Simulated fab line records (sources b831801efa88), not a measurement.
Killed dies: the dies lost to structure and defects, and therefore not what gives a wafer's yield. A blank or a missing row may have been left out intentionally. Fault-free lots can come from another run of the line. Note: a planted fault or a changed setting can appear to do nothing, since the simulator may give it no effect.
Problem report in the 8D (eight disciplines) form, filled by code ; flow gf180mcu ; the parts of the form that need people (team, actions taken, sign-off) are left out

## 1. WHAT IS WRONG
Mean MVSD_TW at GF_MVSD_TW_MEAS_11: 1695 over 4 wafers in 2 lots; fault-free wafers: 1568, standard deviation 13. Measured from the usual mean, that is +9.8 standard deviations.
First observed at day 5 13:56: wafer L178.3, on film_metro-02. The record has a number at this step for 35 wafers belonging to 12 lots. By rule, "out" or "out of limits" means more than 4 standard deviations away from the usual mean. The other wafers with a number count as sound.

## 2. WHAT IT IS, AND WHAT IT ISN'T
question;is;is not
which readings at this step;MVSD_TW;-
which lots;L178, L181;L174, L176, L177, L188, L190, L191, L193, L194, L195, L196
which wafers of those lots;L178.3, L178.6, L181.3, L181.6;L181.5
read on which gauges;film_metro-02;film_metro-03, film_metro-04
when;from day 5 13:56;"up to then (9 sound wafers); but 22 sound wafers of L181, L188, L190, L191, L193, L194, L195, L196 came after"

## 3. WHAT RULES OUT EACH SUSPECT
Counting: if a tool at a process step up to the reading ran every lot that is out, it stays a suspect. Sound lots after the first of them don't rule it out here, since some wafers of a struck lot are sound.
- ruled out: the gauge at GF_MVSD_TW_MEAS_11. All the wafers that are out were read on film_metro-02, but those of them that GF_MVSD_IMPLANT_08 has rows for are out there too, on other tools.
- implanter-04 at GF_MVSD_IMPLANT_08: kept. Every lot that is out went through it, the first being L178 (day 5 13:34); the last sound lot it ran before that was L177 (day 5 09:10). Its own beam_on_s, faraday_current_uA readings are out on those wafers.
After counting, what remains is implanter-04 at GF_MVSD_IMPLANT_08.

## 4. THE CAUSE (what the simulator had put in)
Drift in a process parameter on implanter-04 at GF_MVSD_IMPLANT_08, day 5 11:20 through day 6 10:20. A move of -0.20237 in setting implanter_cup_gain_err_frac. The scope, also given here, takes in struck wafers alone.
Only this tool survived the counting.

## 5. THE EFFECT CHAIN, in route order
Each row: a reading where the mean over the struck wafers with a number is more than 3 standard deviations away from the usual. Only readings whose record carries a usual standard deviation are examined. hours: median over the lots of the time between each lot's start at the first step of this table that gives one and its start at this step. sigmas: the change, counted in usual standard deviations.
hours;step;reading;usual;on struck wafers;change;sigmas
0;GF_MVSD_IMPLANT_08;beam_on_s;10.01 s;12.53;+2.52;+12
0;GF_MVSD_IMPLANT_08;faraday_current_uA;90.2;72.0;-18.2;-10
0;GF_MVSD_TW_MEAS_11;MVSD_TW;1568;1695;+127;+9.8
82;GF_VT_IMPLANT_RS_MEAS_46;MVSD_RS;456.9 ohm/sq;406.2;-50.7;-42
Here are the process steps it includes:
- GF_MVSD_IMPLANT_08
At these later measuring or inspecting steps, every struck wafer for which the step has a row has a number for every such reading, and none has moved that far: GF_VT_IMPLANT_OVL_MEAS_07.

## 6. WHAT WOULD HAVE CAUGHT IT SOONER
3 hours passed between the start of the fault at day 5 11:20 and the first reading out of limits at a measuring or inspecting step in this record, taken at day 5 13:56.
At GF_MVSD_IMPLANT_08, the tool's own readings (beam_on_s, faraday_current_uA) were out on each struck wafer the step has a row for, so an alarm limit on them would have fired on the first such wafer.
Of the lots that are out (2), L181 began GF_MVSD_IMPLANT_08 on implanter-04 after day 5 13:56. Holding the tool at that time would have saved it.
